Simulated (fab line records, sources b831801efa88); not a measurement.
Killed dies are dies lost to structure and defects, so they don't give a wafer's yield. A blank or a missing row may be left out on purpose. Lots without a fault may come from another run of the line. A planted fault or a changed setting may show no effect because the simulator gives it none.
Which tool did it? | flow gf180mcu | 14 lots, 42 wafers sampled, at 5 steps of a route of 602

WHAT THE GAUGES READ, wafer by wafer
GF_STI_THK_MEAS_30.
lot  | measured    | on            | STI_OXIDATION_02_THK (nm)
L332 | day 2 06:49 | film_metro-04 | 9.72 9.77 9.82
L333 | day 2 11:30 | film_metro-04 | 10.22 9.99 10.20
L334 | day 2 15:56 | film_metro-04 | 9.90 9.92 9.89
L337 | day 3 08:10 | film_metro-03 | 9.97 10.12 9.98
L338 | day 3 13:11 | film_metro-01 | 10.22 10.02 10.24
L339 | day 3 17:19 | film_metro-03 | 10.11 10.01 10.13
L340 | day 3 23:38 | film_metro-04 | 9.94 9.84 9.91
L341 | day 4 05:04 | film_metro-03 | 9.86 9.82 9.89
L342 | day 4 10:55 | film_metro-03 | 10.13 10.33 10.11
L343 | day 4 15:32 | film_metro-01 | 10.18 10.15 9.89
L344 | day 4 19:31 | film_metro-01 | 7.39 7.25 7.23
L345 | day 5 00:28 | film_metro-01 | 7.74 7.52 7.65
L354 | day 7 00:05 | film_metro-01 | 9.87 9.93 9.89
L355 | day 7 04:02 | film_metro-04 | 9.90 9.88 9.80

GF_V1_THK_MEAS_01.
lot  | measured     | on            | V1_CVD_00_THK (nm)
L332 | day 16 23:53 | film_metro-03 | 601 604 596
L333 | day 17 10:31 | film_metro-03 | 609 598 599
L334 | day 17 20:47 | film_metro-04 | 599 595 590
L337 | day 19 00:45 | film_metro-04 | 590 600 598
L338 | day 19 08:33 | film_metro-04 | 596 606 605
L339 | day 19 19:28 | film_metro-04 | 591 599 596
L340 | day 20 05:35 | film_metro-04 | 600 602 602
L341 | day 20 13:54 | film_metro-04 | 600 600 599
L342 | day 21 00:23 | film_metro-01 | 593 585 596
L343 | day 21 11:30 | film_metro-04 | 595 593 599
L344 | day 21 15:36 | film_metro-03 | 605 605 600
L345 | day 21 22:11 | film_metro-03 | 598 592 599
L354 | day 24 21:32 | film_metro-01 | 607 607 606
L355 | day 25 05:31 | film_metro-01 | 608 603 600

GF_M2_RS_MEAS_05: measures by four-point-probe.
lot  | measured     | on            | M2_ALCU_RS (ohm/sq)
L332 | day 18 01:53 | film_metro-02 | 0.0703 0.0703 0.0705
L333 | day 18 12:44 | film_metro-04 | 0.0698 0.0692 0.0697
L334 | day 18 23:42 | film_metro-02 | 0.0710 0.0707 0.0708
L337 | day 20 03:14 | film_metro-04 | 0.0702 0.0699 0.0702
L338 | day 20 13:00 | film_metro-02 | 0.0695 0.0699 0.0694
L339 | day 20 22:40 | film_metro-04 | 0.0698 0.0692 0.0704
L340 | day 21 08:32 | film_metro-03 | 0.0692 0.0697 0.0692
L341 | day 21 15:47 | film_metro-02 | 0.0702 0.0691 0.0700
L342 | day 22 02:22 | film_metro-04 | 0.0695 0.0691 0.0684
L343 | day 22 13:52 | film_metro-04 | 0.0696 0.0695 0.0695
L344 | day 22 17:40 | film_metro-03 | 0.0700 0.0698 0.0701
L345 | day 23 00:15 | film_metro-03 | 0.0700 0.0690 0.0704
L354 | day 25 21:13 | film_metro-02 | 0.0692 0.0693 0.0689
L355 | day 26 05:01 | film_metro-03 | 0.0693 0.0700 0.0692

WHICH TOOL RAN EACH LOT (tool, then ch and the chambers of the sampled wafers, then the start)
lot  | GF_STI_OXIDATION_29          | GF_M1_SPUTTER_04
L332 | furnace-01 ch 0, day 2 05:25 | pvd_sputter-03, day 16 00:46
L333 | furnace-02 ch 0, day 2 10:04 | pvd_sputter-03, day 16 10:57
L334 | furnace-01 ch 0, day 2 14:32 | pvd_sputter-01, day 16 20:58
L337 | furnace-02 ch 0, day 3 06:46 | pvd_sputter-02, day 18 00:16
L338 | furnace-01 ch 0, day 3 11:47 | pvd_sputter-03, day 18 07:36
L339 | furnace-01 ch 0, day 3 15:54 | pvd_sputter-03, day 18 17:46
L340 | furnace-02 ch 0, day 3 22:15 | pvd_sputter-03, day 19 03:46
L341 | furnace-02 ch 0, day 4 03:40 | pvd_sputter-01, day 19 12:40
L342 | furnace-01 ch 0, day 4 09:31 | pvd_sputter-01, day 19 23:07
L343 | furnace-01 ch 0, day 4 14:07 | pvd_sputter-02, day 20 10:22
L344 | furnace-01 ch 0, day 4 18:07 | pvd_sputter-02, day 20 14:50
L345 | furnace-01 ch 0, day 4 23:04 | pvd_sputter-02, day 20 21:35
L354 | furnace-02 ch 0, day 6 22:40 | pvd_sputter-02, day 23 22:31
L355 | furnace-02 ch 0, day 7 02:39 | pvd_sputter-03, day 24 06:56
- GF_STI_OXIDATION_29: stabilise 600 s, purge 300 s, target thk 10 nm.
- GF_M1_SPUTTER_04: material TiN, target thk 50 nm, time 41.7 s.

WHAT THE TOOLS THEMSELVES READ (means of the sampled wafers that have a number; where no wafer has one, the mark that the record gives instead)
GF_STI_OXIDATION_29.
lot  | tool       | spike_tc_lower_C (C) | zone_power_lower_pct (%)
L332 | furnace-01 | 901.7                | 18.5
L333 | furnace-02 | 900.5                | 16.3
L334 | furnace-01 | 903.1                | 18.5
L337 | furnace-02 | 899.0                | 16.2
L338 | furnace-01 | 902.2                | 18.5
L339 | furnace-01 | 903.0                | 18.4
L340 | furnace-02 | 899.4                | 16.2
L341 | furnace-02 | 899.6                | 16.2
L342 | furnace-01 | 902.6                | 18.7
L343 | furnace-01 | 902.6                | 18.3
L344 | furnace-01 | 902.4                | 18.3
L345 | furnace-01 | 902.3                | 18.5
L354 | furnace-02 | 899.7                | 16.1
L355 | furnace-02 | 898.9                | 16.3

GF_M1_SPUTTER_04.
lot  | tool           | throttle_valve_pct (%)
L332 | pvd_sputter-03 | 29.7
L333 | pvd_sputter-03 | 29.8
L334 | pvd_sputter-01 | 28.9
L337 | pvd_sputter-02 | 31.2
L338 | pvd_sputter-03 | 29.4
L339 | pvd_sputter-03 | 29.3
L340 | pvd_sputter-03 | 29.3
L341 | pvd_sputter-01 | 30.4
L342 | pvd_sputter-01 | 29.5
L343 | pvd_sputter-02 | 29.5
L344 | pvd_sputter-02 | 28.8
L345 | pvd_sputter-02 | 30.6
L354 | pvd_sputter-02 | 31.4
L355 | pvd_sputter-03 | 29.8

THE ANSWER, worked out from the rows above alone
Rule: what is usual is taken from the lots themselves. Put in order of their means at a reading, lots are off if they are a third of the lots or fewer, leave a main group of 4 or more, and stand apart from it by a gap of 3 or more times the standard deviation of the main group's means; of several such gaps the widest counts. A main group whose means are all the same, to the digits that the tables above print for the reading, isn't used. A lot without any number at a reading at which 4 lots or more have one is off too. The other lots that the step has rows for count as sound. The gauges are gone through in route order, then the tools' own readings, and for those a lot's mean is taken as printed above. The first step at which some lot is off is used, and at that step the reading that is off furthest; a lot without a number counts as furthest.
Off: L344, L345, at GF_STI_THK_MEAS_30 (STI_OXIDATION_02_THK). The main group: mean 9.99 nm, standard deviation 0.13.
A tool fits if, at a process step before that reading, it ran every lot that is off, and no sound lot after the first of them. The gauges at GF_STI_THK_MEAS_30 are tried like those tools. One fits: furnace-01 at GF_STI_OXIDATION_29. Its last sound lot is L343 (day 4 14:07), its first lot that is off L344 (day 4 18:07): a fault that began between those two fits.

WHAT THE SIMULATOR HAD PUT IN
Process parameter drift: furnace-01, from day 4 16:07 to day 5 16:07, at GF_STI_OXIDATION_29. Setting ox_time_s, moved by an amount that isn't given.
Lots struck among those shown: L344, L345. The rule above found the same.
